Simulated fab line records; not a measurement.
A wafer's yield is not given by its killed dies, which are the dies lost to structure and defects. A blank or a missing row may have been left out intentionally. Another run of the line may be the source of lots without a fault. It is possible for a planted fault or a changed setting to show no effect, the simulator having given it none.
A lot that was struck, set against a sound lot ; flow sky130 ; 17 out of 708 route steps
Sound: the wafers L807.2, L807.5, L807.6. Struck: wafers L817.1, L817.2, L817.5. Last of all comes the cause.
Order at every step that has rows: each side's tool, ch and its chambers, its first start. Under that, the readings that differ: sound wafers ; struck wafers ; difference of the means ; sigmas: that difference in standard deviations of wafers without a fault.
alike: readings whose means differ by less than 2 such deviations, and words and numbers that are the same on both sides. not compared: withheld readings, readings that some wafer has no value for, bounds like >300 that may hide the same value, and numbers for which the record gives no deviation and whose values overlap.
Wherever a step has rows on one side only, a row that says differs or no value, or a row with sigmas, the two part there. Numbers that have no deviation but don't overlap get no sigmas and don't part them. A reading that every wafer of one side lacks parts them only if that side has two wafers or more.

SKY_LDD_HVP_TW_MEAS_10:
  sound: film metro-01 at day 24 05:06; struck: film metro-01 at day 28 07:19
  alike: LDD_HVP_TW
then, 7 steps without rows for these wafers: SKY_LDD_LDN_DEHYDRATE_00 (time 60 s); SKY_LDD_LDN_HMDS_01 (prime time 60 s); SKY_LDD_LDN_COAT_02 (resist thk 1140 nm); SKY_LDD_LDN_SOFTBAKE_03 (time 60 s); SKY_LDD_LDN_EXPOSE_04 (exposes mask LDNTM, target cd 700 nm); SKY_LDD_LDN_PEB_05; SKY_LDD_LDN_DEVELOP_06 (develop time 60 s).
SKY_LDD_LDN_OVL_MEAS_07:
  sound: overlay-01 at day 25 09:57; struck: overlay-02 at day 29 12:13
  alike: LDD_LDN_OVL
then, 3 steps without rows for these wafers: SKY_LDD_LDN_IMPLANT_08; SKY_LDD_LDN_IMPLANT_09; SKY_LDD_LDN_IMPLANT_10.
SKY_LDD_LDN_IMPLANT_11:
  sound on implanter-04 ch 0, day 25 10:28; struck on implanter-04 ch 0, day 29 13:01
  alike: dose ions cm2
SKY_LDD_LDN_STRIP_12: strips in O2/N2.
  sound on plasma asher-04 ch 0,1, day 25 10:35; struck on plasma asher-04 ch 0,1, day 29 13:10
  alike: drypump motor current A, oes product au, strip time to endpoint s
  not compared: rf hours counter h
SKY_LDD_LDN_TW_MEAS_13:
  sound: film metro-02 at day 25 10:41; struck: film metro-01 at day 29 13:16
reading;sound;struck;difference;sigmas
LDD_LDN_TW;1460 1464 1467;1571 1571 1570;+107;+7
then, 1 step without rows for these wafers: SKY_LDD_LDN_CLEAN_14 (cleans in SC1/SC2, time 150 s).
-- a jump in the record: the struck wafers' starts before and after are 21 days apart (it breaks off in module LDD_LDN and resumes in module PAD_OPEN, where the first step shown is number 708 of the route) --
SKY_PAD_OPEN_PROBE_99:
  sound: prober-02 at day 47 14:17; struck: prober-01 at day 50 04:43
reading;sound;struck;difference;sigmas
model.etest.tip sonos.rs ohm sq;2540 2492 2499;2151 2158 2165;-352;
  alike: killed_at_M0_to_M3, killed_at_M4_up, killed at contacts, killed at front end, killed at other, killed dies, killed on rim, killed open, killed short

== WHERE THEY PART ==
Within this record, at SKY_LDD_LDN_TW_MEAS_13 only. Later steps at which nothing parts them and some readings are alike: SKY_PAD_OPEN_PROBE_99.

WHY: the cause the simulator had injected
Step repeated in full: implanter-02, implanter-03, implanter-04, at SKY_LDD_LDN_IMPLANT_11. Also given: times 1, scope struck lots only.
